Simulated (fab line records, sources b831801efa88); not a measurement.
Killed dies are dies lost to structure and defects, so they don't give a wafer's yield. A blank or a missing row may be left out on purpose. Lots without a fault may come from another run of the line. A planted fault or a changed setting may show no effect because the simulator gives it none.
Chamber matching | flow sfq_line | SFQ_TRILAYER_I1_VIA_BARC_OPEN_VIA_ETCH_071 on rie_diel-01: 4 sister chambers
The step etches BARC in O2, target depth 125 nm, time 41.7 s. 14 wafers are shown with their chamber, then 7 later ones without.

WAFERS WITH THEIR CHAMBER
wafer  | chamber | drypump_motor_current_A (A) | oes_product_au (a.u.)
L963.3 | 0       | 4.8                         | 0.685
L963.4 | 3       | 4.8                         | 0.679
L963.6 | 0       | 4.8                         | 0.689
L967.1 | 1       | 5.9                         | 0.685
L967.2 | 3       | 4.8                         | 0.688
L967.5 | 3       | 4.8                         | 0.687
L972.1 | 1       | 6.0                         | 0.685
L972.2 | 3       | 4.8                         | 0.686
L972.4 | 2       | 5.5                         | 0.685
L975.1 | 2       | 5.5                         | 0.683
L975.4 | 3       | 4.8                         | 0.681
L975.6 | 0       | 4.8                         | 0.694
L979.1 | 2       | 5.5                         | 0.680
L979.2 | 1       | 5.9                         | 0.691

SIGNATURES (means of the wafers above)
reading                 | chamber 0 | chamber 1 | chamber 2 | chamber 3 | scatter within a chamber
drypump_motor_current_A | 4.800     | 5.933     | 5.500     | 4.800     | 0.0258
oes_product_au          | 0.68933   | 0.68700   | 0.68267   | 0.68420   | 0.00374
Rule: a wafer's distance from a chamber is the root of the sum, over the readings, of the square of ((its reading less the chamber's mean) divided by the reading's scatter). The wafer belongs to the nearest chamber; if the next one is less than 2 further off, it can't be placed. The scatter: the root of (the sum of the squares of (reading less its chamber's mean) over the shown wafers, divided by (wafers less chambers)).

WAFERS WITHOUT THEIR CHAMBER
wafer  | drypump_motor_current_A (A) | oes_product_au (a.u.)
L979.4 | 4.8                         | 0.690
L983.3 | 4.8                         | 0.689
L983.5 | 4.8                         | 0.681
L983.6 | 5.5                         | 0.683
L984.2 | 4.8                         | 0.680
L984.3 | 4.8                         | 0.691
L984.6 | 4.8                         | 0.678

WHICH CHAMBER EACH WENT THROUGH
wafer  | from the rows above     | in truth
L979.4 | can't be placed: 0 or 3 | 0
L983.3 | can't be placed: 0 or 3 | 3
L983.5 | can't be placed: 3 or 0 | 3
L983.6 | 2                       | 2
L984.2 | can't be placed: 3 or 0 | 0
L984.3 | can't be placed: 0 or 3 | 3
L984.6 | can't be placed: 3 or 0 | 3
Placed correctly: 1 of 7. Can't be placed from these rows: 6 (the true chamber is among the candidates in 6). Placed wrongly: 0.
